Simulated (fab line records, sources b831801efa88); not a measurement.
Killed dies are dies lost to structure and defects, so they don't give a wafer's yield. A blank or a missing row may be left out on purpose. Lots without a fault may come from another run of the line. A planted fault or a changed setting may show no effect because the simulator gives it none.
One fault seen from 2 desks | flow sky130 | each desk has only its own numbers; what lay behind them comes last

THE METROLOGY DESK
What the gauges read, lot by lot, whatever tool the lot ran on: means of the sampled wafers that have a number. A lot is out of limits, marked OUT, if its mean lies more than 4 standard deviations from the usual mean; the brackets give that distance.
Columns: A = LDD_P_OVL at SKY_LDD_P_OVL_MEAS_08, usual -0.8 nm; B = LDD_P_TW at SKY_LDD_P_TW_MEAS_11, usual 636; C = LDD_HVN_OVL at SKY_LDD_HVN_OVL_MEAS_07, usual -0.2 nm
lot  | first seen here | A    | B   | C
L398 | day 20 17:34    | -0.7 | 635 | -1.7
L405 | day 23 06:46    | -1.7 | 628 | -0.6
L407 | day 23 16:28    | 0.8  | 642 | 0.4
L409 | day 25 07:23    | -1.3 | 643 | 0.0
L412 | day 25 21:13    | 0.2  | 636 | 1.8
L414 | day 26 03:15    | -1.5 | 630 | -0.3
This desk's finding: nothing out of limits on any of the 6 lots.

THE TOOL OWNER'S DESK: implanter-03
The tool's own readings at SKY_LDD_HVN_IMPLANT_08: means of the sampled wafers that have a number, for each lot that ran on this tool. A lot is out of limits, marked OUT, if its mean lies more than 4 standard deviations from the usual mean; the brackets give that distance.
Columns: A = beam_energy_keV at SKY_LDD_HVN_IMPLANT_08, usual 60.005
lot  | first seen here | A
L405 | day 24 12:27    | 60.016
L407 | day 24 21:17    | 61.876 (+94) OUT
L409 | day 26 12:53    | 61.905 (+95) OUT
This desk's finding: out of limits on L407, L409; first on L407, day 24 21:17 (beam_energy_keV at SKY_LDD_HVN_IMPLANT_08). In limits: L405.

PUT TOGETHER
The tool owner's desk could have raised an alarm at day 24 21:17, on L407, L409.
The metrology desk saw nothing out of limits.
The metrology desk has L407, L409 on record, within its limits.
Of the lots named, all ran SKY_LDD_HVN_IMPLANT_08 on implanter-03.

WHAT THE SIMULATOR HAD PUT IN
Process parameter drift: implanter-03, from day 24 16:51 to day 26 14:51, at SKY_LDD_HVN_IMPLANT_08. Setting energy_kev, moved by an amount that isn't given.
Lots struck among those shown: L407, L409.
Hours from the fault's start to each desk's first reading out of limits: the tool owner's desk, 4.
